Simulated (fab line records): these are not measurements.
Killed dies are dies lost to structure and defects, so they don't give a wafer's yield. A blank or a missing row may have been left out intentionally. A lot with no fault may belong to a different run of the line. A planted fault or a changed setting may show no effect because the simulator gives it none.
fab line records | flow sky130
record lots=5 | wafers=15 | last_day=50
route steps=708 shown SALICIDE@361 LI_CONTACT@362 PAD_OPEN@708
lots that met no fault: from a run of the same line without faults
start_h: start of the lot's first displayed wafer, in hours after the record's first day | wait_h: how many hours have passed since the lot's step before this one | " as in the row above | L1.1+2: several wafers, shown together as one row | - no value present, or no start provided | * or withheld: withheld | < > ~ a bound
route shown NAME@n: NAME is a module with steps in the file, n the number in the route of the first one | usual: mean/standard deviation of fault-free wafers | same: alike in all rows | chamber/n: place in a boat | sites: each site's reading | _std_site: the values' standard deviation | _edge_site: outer sites' mean less inner sites' | radius_mm: for every site, how far away it sits from the centre of the wafer | mask NAME#n: copy n | behind: tool/chamber where the wafer was last shaped | hold: the reason the lot was held/the length of the hold in hours/how it ended | device: which transistor (n, p or np) failed to switch | end of line: the route-end tests of the same wafers | for a step that has no rows: nothing shown but its recipe | killed: not the wafer's yield, but the dies lost to structure and defects at the first sort | map: a wafer's dies, x killed, . not, _ none there
set.NAME: setting as actually run; set.NAME@STEP: the setting as run at that earlier step | model.NAME: the simulator's own value behind a step, which no gauge read
a table for each step, a row for each wafer; lots at some steps of the route
services: from which hour (start_h, from the record's first day; less than 0 if before it) a tool's chamber was out of use, for how many hours, and why
## steps
# step SKY_SALICIDE_CLEAN_00
# recipe chemistry=HF-last | time_s=30 | dilution=100:1 | dry=ipa_marangoni
# step SKY_LI_CONTACT_HDPCVD_00
# recipe material=PSG | target_thk_nm=930 | sigma_open_frac=0.3 | time_s=155 | temp_c=600 | sih4_flow_sccm=60 | pressure_mtorr=6
# step SKY_LI_CONTACT_THK_MEAS_01
# recipe reads=PSG_of_LI_CONTACT_HDPCVD_00
# usual LI_CONTACT_HDPCVD_THK=928/10
lot.wafer | tool          | chamber | start_h | wait_h | LI_CONTACT_HDPCVD_THK[nm]
L110.1    | film_metro-02 | -       | 644.76  | 0.1    | 927
L110.3    | "             | -       | "       | "      | 944
L110.5    | "             | -       | "       | "      | 942
L115.2    | film_metro-02 | -       | 701.06  | 0.1    | 921
L115.4    | "             | -       | "       | "      | 919
L115.6    | "             | -       | "       | "      | 911
L128.2    | film_metro-02 | -       | 808.45  | 0.1    | 938
L128.3    | "             | -       | "       | "      | 939
L128.6    | "             | -       | "       | "      | 925
L130.2    | film_metro-02 | -       | 822.54  | 0.1    | 925
L130.3    | "             | -       | "       | "      | 923
L130.6    | "             | -       | "       | "      | 911
L131.1    | film_metro-04 | -       | 827.87  | 0.1    | 928
L131.3    | "             | -       | "       | "      | 929
L131.4    | "             | -       | "       | "      | 923
# step SKY_LI_CONTACT_CMP_02
# recipe material=PSG | down_force_psi=4 | platen_rpm=60 | pad_velocity_m_s=0.94248
# usual motor_current_A=12.7/1.1 | slurry_filter_dp_kPa=13.52/0.14 | time_to_endpoint_s=33/3.1
lot.wafer | tool   | chamber | start_h | wait_h | motor_current_A | slurry_filter_dp_kPa | time_to_endpoint_s
L110.1    | cmp-01 | 0       | 644.92  | 0.1    | 14.4            | 13.63                | 37
L110.3    | "      | 1       | "       | "      | 14.6            | 13.60                | 39
L110.5    | "      | 2       | "       | "      | 12.1            | 13.35                | 33
L115.4    | cmp-02 | 0       | 701.16  | 0.1    | 12.6            | 13.41                | 28
L115.2    | "      | 2       | "       | "      | 13.8            | 13.44                | 33
L115.6    | "      | 3       | "       | "      | 11.0            | 13.50                | 35
L128.3    | cmp-02 | 1       | 808.84  | 0.4    | 13.9            | 13.43                | 31
L128.2    | "      | 2       | "       | "      | 12.8            | 13.45                | 32
L128.6    | "      | 3       | "       | "      | 10.9            | 13.75                | 31
L130.2    | cmp-01 | 1       | 822.59  | 0.0    | 13.8            | 13.37                | 33
L130.3    | "      | 3       | "       | "      | 12.9            | 13.19                | 30
L130.6    | "      | 2       | "       | "      | 12.4            | 13.51                | 31
L131.3    | cmp-02 | 3       | 827.94  | 0.0    | 11.5            | 13.72                | 36
L131.4    | "      | 0       | "       | "      | 13.0            | 13.42                | 33
L131.1    | "      | 2       | "       | "      | 12.6            | 13.76                | 33
# step SKY_LI_CONTACT_BOW_MEAS_03
# recipe mode=bow
# usual LI_CONTACT_BOW=57/6.6
lot.wafer | tool          | chamber | start_h | wait_h | LI_CONTACT_BOW[um]
L110.1    | film_metro-02 | -       | 645.12  | 0.1    | 60
L110.3    | "             | -       | "       | "      | 53
L110.5    | "             | -       | "       | "      | 52
L115.2    | film_metro-01 | -       | 701.43  | 0.1    | 57
L115.4    | "             | -       | "       | "      | 51
L115.6    | "             | -       | "       | "      | 54
L128.2    | film_metro-01 | -       | 809.06  | 0.1    | 50
L128.3    | "             | -       | "       | "      | 62
L128.6    | "             | -       | "       | "      | 44
L130.2    | film_metro-01 | -       | 822.91  | 0.3    | 57
L130.3    | "             | -       | "       | "      | 59
L130.6    | "             | -       | "       | "      | 74
L131.1    | film_metro-01 | -       | 828.24  | 0.1    | 55
L131.3    | "             | -       | "       | "      | 58
L131.4    | "             | -       | "       | "      | 48
# step SKY_LI_CONTACT_DEHYDRATE_04
# recipe temp_c=200 | time_s=60
# step SKY_LI_CONTACT_HMDS_05
# recipe prime_time_s=60 | prime_temp_c=120
# step SKY_LI_CONTACT_COAT_06
# recipe resist=BARC | temp_c=withheld | time_s=withheld | spin_rpm=3000 | resist_thk_nm=60
# step SKY_LI_CONTACT_COAT_07
# recipe resist=KrF-thick | spin_rpm=3000 | resist_thk_nm=450
# step SKY_LI_CONTACT_SOFTBAKE_08
# recipe temp_c=100 | time_s=90 | resist=KrF-thick
# step SKY_LI_CONTACT_EXPOSE_09
# recipe mask_id=LICM1 | na=0.8 | source_shape=annular | sigma_inner=0.55 | sigma_outer=0.85 | target_cd_nm=170 | dose_mj=38
# step SKY_LI_CONTACT_PEB_10
# recipe peb_temp_c=withheld | peb_time_s=withheld | resist=KrF-thick
# step SKY_LI_CONTACT_DEVELOP_11
# recipe develop_time_s=60 | resist=KrF-thick | dev_temp_c=21
lot.wafer  | tool           | chamber | start_h | wait_h
L110.1+3+5 | litho_track-01 | 0       | 672     | -
L115.2+4+6 | litho_track-02 | 0       | 728     | -
L128.2+3+6 | litho_track-01 | 0       | 834     | -
L130.2+3+6 | litho_track-03 | 0       | 848     | -
L131.1+3+4 | litho_track-02 | 0       | 852     | -
# step SKY_LI_CONTACT_CD_MEAS_12
# recipe target_cd_nm=170
# usual cd_nm=169.8/1.6
lot.wafer | tool      | chamber | start_h | wait_h | cd_nm
L110.1    | cd_sem-02 | -       | 672.85  | -      | 170.5
L110.3    | "         | -       | "       | "      | 170.8
L110.5    | "         | -       | "       | "      | 169.9
L115.2    | cd_sem-01 | -       | 728.44  | -      | 167.4
L115.4    | "         | -       | "       | "      | 167.9
L115.6    | "         | -       | "       | "      | 167.6
L128.2    | cd_sem-01 | -       | 835.02  | -      | 167.4
L128.3    | "         | -       | "       | "      | 167.4
L128.6    | "         | -       | "       | "      | 166.7
L130.2    | cd_sem-01 | -       | 848.63  | -      | 169.9
L130.3    | "         | -       | "       | "      | 171.0
L130.6    | "         | -       | "       | "      | 169.5
L131.1    | cd_sem-02 | -       | 853.04  | -      | 172.6
L131.3    | "         | -       | "       | "      | 172.6
L131.4    | "         | -       | "       | "      | 172.0
# step SKY_LI_CONTACT_OVL_MEAS_13
# usual LI_CONTACT_OVL=-2/5.5
lot.wafer | tool       | chamber | start_h | wait_h | LI_CONTACT_OVL[nm]
L110.1    | overlay-01 | -       | 672.97  | 0.1    | 3
L110.3    | "          | -       | "       | "      | 0
L110.5    | "          | -       | "       | "      | 4
L115.2    | overlay-02 | -       | 728.55  | 0.1    | 8
L115.4    | "          | -       | "       | "      | 2
L115.6    | "          | -       | "       | "      | 14
L128.2    | overlay-01 | -       | 835.12  | 0.1    | -2
L128.3    | "          | -       | "       | "      | -5
L128.6    | "          | -       | "       | "      | -6
L130.2    | overlay-02 | -       | 848.74  | 0.1    | -5
L130.3    | "          | -       | "       | "      | -2
L130.6    | "          | -       | "       | "      | -5
L131.1    | overlay-01 | -       | 853.16  | 0.1    | -7
L131.3    | "          | -       | "       | "      | -8
L131.4    | "          | -       | "       | "      | -5
# step SKY_LI_CONTACT_ETCH_14
# recipe chemistry=N2/H2 | target=BARC | ion_energy_ev=200 | source_w=500 | bias_w=100 | pressure_mtorr=30 | n2_flow_sccm=100 | h2_flow_sccm=200 | stop_on=SiO2 | time_s=45.9 | target_depth_a=600
# usual bias_w=100.06/0.3 | drypump_motor_current_A=5.67/0.29 | oes_product_au=0.854/0.0049 | throttle_valve_pct=13.223/0.01
lot.wafer | tool        | chamber | start_h | wait_h | bias_w | drypump_motor_current_A | oes_product_au | rf_hours_counter_h | throttle_valve_pct | model.LI_CONTACT.cd_nm
L110.1    | rie_diel-03 | 2       | 673.00  | 0.0    | 99.89  | 5.74                    | 0.855          | 1                  | 13.228             | 171
L110.3    | "           | 1       | "       | "      | 100.05 | 5.48                    | 0.865          | 4                  | 13.219             | 171.2
L110.5    | "           | 1       | "       | "      | 100.10 | 5.49                    | 0.854          | -                  | 13.220             | 170
L115.2    | rie_diel-02 | 1       | 728.58  | 0.0    | 100.43 | 5.54                    | 0.850          | 13                 | 13.217             | 168.2
L115.4    | "           | 1       | "       | "      | 100.14 | 5.56                    | 0.851          | -                  | 13.220             | 167.6
L115.6    | "           | 2       | "       | "      | 99.81  | 6.53                    | 0.854          | -                  | 13.238             | 167.1
L128.2    | rie_diel-01 | 1       | 835.15  | 0.0    | 100.04 | 5.52                    | 0.852          | 17                 | 13.208             | 167.5
L128.3    | "           | 3       | "       | "      | 100.03 | 5.47                    | 0.855          | 19                 | 13.225             | 166.5
L128.6    | "           | 1       | "       | "      | 100.05 | 5.51                    | 0.846          | -                  | 13.215             | 166.7
L130.2    | rie_diel-01 | 0       | 848.77  | 0.0    | 99.70  | 5.28                    | 0.858          | 15                 | 13.208             | 168.9
L130.3    | "           | 2       | "       | "      | 100.52 | 5.58                    | 0.850          | 11                 | 13.216             | 170
L130.6    | "           | 1       | "       | "      | 100.03 | 5.52                    | 0.853          | -                  | 13.242             | 169.4
L131.1    | rie_diel-02 | 2       | 853.19  | 0.0    | 100.63 | 6.57                    | 0.862          | 14                 | 13.207             | 172.9
L131.3    | "           | 1       | "       | "      | 100.30 | 5.54                    | 0.854          | 16                 | 13.232             | 172.3
L131.4    | "           | 3       | "       | "      | 100.08 | 5.54                    | 0.854          | 22                 | 13.237             | 172
# step SKY_LI_CONTACT_ETCH_15
# recipe target=PSG | chemistry=C4F8/O2/Ar | stop_on=Si | taper_deg=4.15 | mask_material=KrF-thick | source_w=1500 | bias_w=1200 | pressure_mtorr=40 | c4f8_flow_sccm=withheld | O2_flow_sccm=6 | Ar_flow_sccm=300 | time_s=withheld | target_depth_a=6000
# usual bias_w=1200/3.5 | oes_product_au=0.837/0.0045
lot.wafer | tool        | chamber | start_h | wait_h | bias_w | oes_product_au | model.LI_CONTACT.cd_nm
L110.1    | rie_diel-03 | 2       | 673.05  | 0.0    | 1203   | 0.835          | 171.9
L110.3    | "           | 1       | "       | "      | 1198   | 0.835          | 171.4
L110.5    | "           | 1       | "       | "      | 1204   | 0.832          | 170.1
L115.2    | rie_diel-02 | 1       | 728.62  | 0.0    | 1200   | 0.846          | 167.9
L115.4    | "           | 1       | "       | "      | 1199   | 0.839          | 167.2
L115.6    | "           | 2       | "       | "      | 1201   | 0.831          | 167.4
L128.2    | rie_diel-01 | 1       | 835.20  | 0.0    | 1196   | 0.832          | 167.8
L128.3    | "           | 3       | "       | "      | 1196   | 0.839          | 166.1
L128.6    | "           | 1       | "       | "      | 1199   | 0.829          | 166.8
L130.2    | rie_diel-01 | 0       | 848.81  | 0.0    | 1200   | 0.835          | 169
L130.3    | "           | 2       | "       | "      | 1198   | 0.842          | 170
L130.6    | "           | 1       | "       | "      | 1198   | 0.835          | 169.2
L131.1    | rie_diel-02 | 2       | 853.24  | 0.0    | 1197   | 0.849          | 172.8
L131.3    | "           | 1       | "       | "      | 1201   | 0.828          | 171.9
L131.4    | "           | 3       | "       | "      | 1200   | 0.832          | 171.3
# step SKY_LI_CONTACT_STRIP_16
# recipe chemistry=O2/N2 | power_w=1400 | pressure_mtorr=1500 | platen_temp_c=withheld | o2_flow_sccm=3000 | n2_flow_sccm=300 | overash_fraction=0.5
# usual drypump_motor_current_A=5.3/0.37 | oes_product_au=0.377/0.0047 | strip_time_to_endpoint_s=3.51/0.033
lot.wafer | tool            | chamber | start_h | wait_h | drypump_motor_current_A | oes_product_au | rf_hours_counter_h | strip_time_to_endpoint_s
L110.1    | plasma_asher-04 | 1       | 673.13  | -      | 5.8                     | 0.372          | 24                 | 3.53
L110.3    | "               | 1       | "       | "      | 5.8                     | 0.386          | -                  | 3.52
L110.5    | "               | 0       | "       | "      | 4.7                     | 0.373          | -                  | 3.53
L115.2    | plasma_asher-01 | 1       | 728.70  | -      | 5.0                     | 0.374          | 95                 | 3.46
L115.4    | "               | 0       | "       | "      | 5.7                     | 0.371          | -                  | 3.46
L115.6    | "               | 1       | "       | "      | 5.0                     | 0.371          | -                  | 3.49
L128.2    | plasma_asher-01 | 1       | 835.28  | -      | 5.0                     | 0.380          | 106                | 3.52
L128.3    | "               | 0       | "       | "      | 5.7                     | 0.386          | -                  | 3.52
L128.6    | "               | 0       | "       | "      | 5.7                     | 0.372          | -                  | 3.50
L130.2    | plasma_asher-01 | 1       | 848.90  | -      | 5.0                     | 0.368          | 108                | 3.45
L130.3    | "               | 1       | "       | "      | 5.0                     | 0.378          | -                  | 3.44
L130.6    | "               | 1       | "       | "      | 5.0                     | 0.375          | -                  | 3.47
L131.1    | plasma_asher-03 | 0       | 853.32  | -      | 5.4                     | 0.374          | 11                 | 3.55
L131.3    | "               | 0       | "       | "      | 5.4                     | 0.372          | -                  | 3.47
L131.4    | "               | 1       | "       | "      | 5.3                     | 0.377          | -                  | 3.55
# step SKY_PAD_OPEN_PROBE_99
# usual killed_at_M0_to_M3=44/6.9 | killed_at_M4_up=3.0/1.5 | killed_at_contacts=24/5.2 | killed_at_front_end=15/4.1 | killed_at_other=0.4/0.62 | killed_dies=87/9.6 | killed_open=47/7 | killed_short=40/6.2
# same gross_dies=492 | killed_at_back_side=0
lot.wafer | tool      | chamber | start_h | wait_h | killed_at_M0_to_M3 | killed_at_M4_up | killed_at_contacts | killed_at_front_end | killed_at_other | killed_dies | killed_open | killed_short
L128.2    | prober-01 | -       | 1182.50 | 0.1    | 35                 | 1               | 20                 | 15                  | 0               | 71          | 38          | 33
# killed by level:class
L128.2 LI_CONTACT:geometric_particle:open=8 VIA1:geometric_particle:open=6 CONTACT:geometric_particle:open=6 VIA2:geometric_particle:open=6 FIELD_ISO:geometric_particle:short=4 VIA3:geometric_particle:short=3 POLY_GATE:geometric_particle:short=3 SPACER:geometric_particle:open=3
## services
tool            | chamber | start_h | hours | kind
rie_diel-02     | 0       | 625.07  | 4.6   | repair
rie_diel-01     | 2       | 632.82  | 4.0   | repair
cmp-02          | -       | 642.17  | 4.3   | repair
cmp-01          | -       | 645.28  | 4.4   | repair
cmp-01          | -       | 651.19  | 0.8   | repair
cmp-02          | -       | 653.75  | 1.3   | repair
cmp-01          | -       | 690.29  | 1.1   | repair
cmp-01          | -       | 699.04  | 2.6   | repair
rie_diel-02     | 3       | 711.23  | 24.4  | repair
cmp-02          | -       | 716.53  | 3.1   | repair
cmp-01          | -       | 722.59  | 0.8   | repair
cmp-02          | -       | 723.98  | 4.2   | pm
cmp-01          | -       | 728.36  | 6.6   | pm
cmp-01          | -       | 744.00  | 4.0   | pm
rie_diel-03     | 3       | 750.12  | 13.1  | repair
rie_diel-02     | 2       | 751.56  | 2.4   | repair
rie_diel-03     | 2       | 769.49  | 6.9   | repair
rie_diel-02     | -       | 771.30  | 14.6  | pm
rie_diel-01     | -       | 794.66  | 0.3   | repair
rie_diel-01     | 0       | 804.37  | 5.6   | repair
cmp-02          | -       | 818.48  | 1.7   | repair
plasma_asher-01 | -       | 819.21  | 1.2   | repair
plasma_asher-01 | -       | 822.79  | 4.0   | pm
rie_diel-01     | 0       | 831.12  | 6.0   | repair
## key
first_sign none at tools or gauges
model_effect step=SKY_LI_CONTACT_ETCH_14 | value=LI_CONTACT.cd_nm | without=170.3 | struck=166.9
model_effect step=SKY_LI_CONTACT_ETCH_15 | value=LI_CONTACT.cd_nm | without=170.3 | struck=166.9
met_at SKY_LI_CONTACT_DEVELOP_11
struck_wafers L128.2,L128.3,L128.6
tester_left_out L128
onset_between 672 834
fault kind=process_parameter_drift | tool=litho_track-01 | chamber=- | onset_h=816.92 | steps=SKY_LI_CONTACT_DEVELOP_11 | channel=develop_time_s | offset=* | shape=step | end_h=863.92 | acts_in=* | stated=*
# tester_left_out: of these lots the tester's yield and bins aren't shown, on N5 and GAA mostly nor the transistor test; their killed dies are dies lost to structure and defects alone, not to doping, threshold or leakage, so they don't give the yield
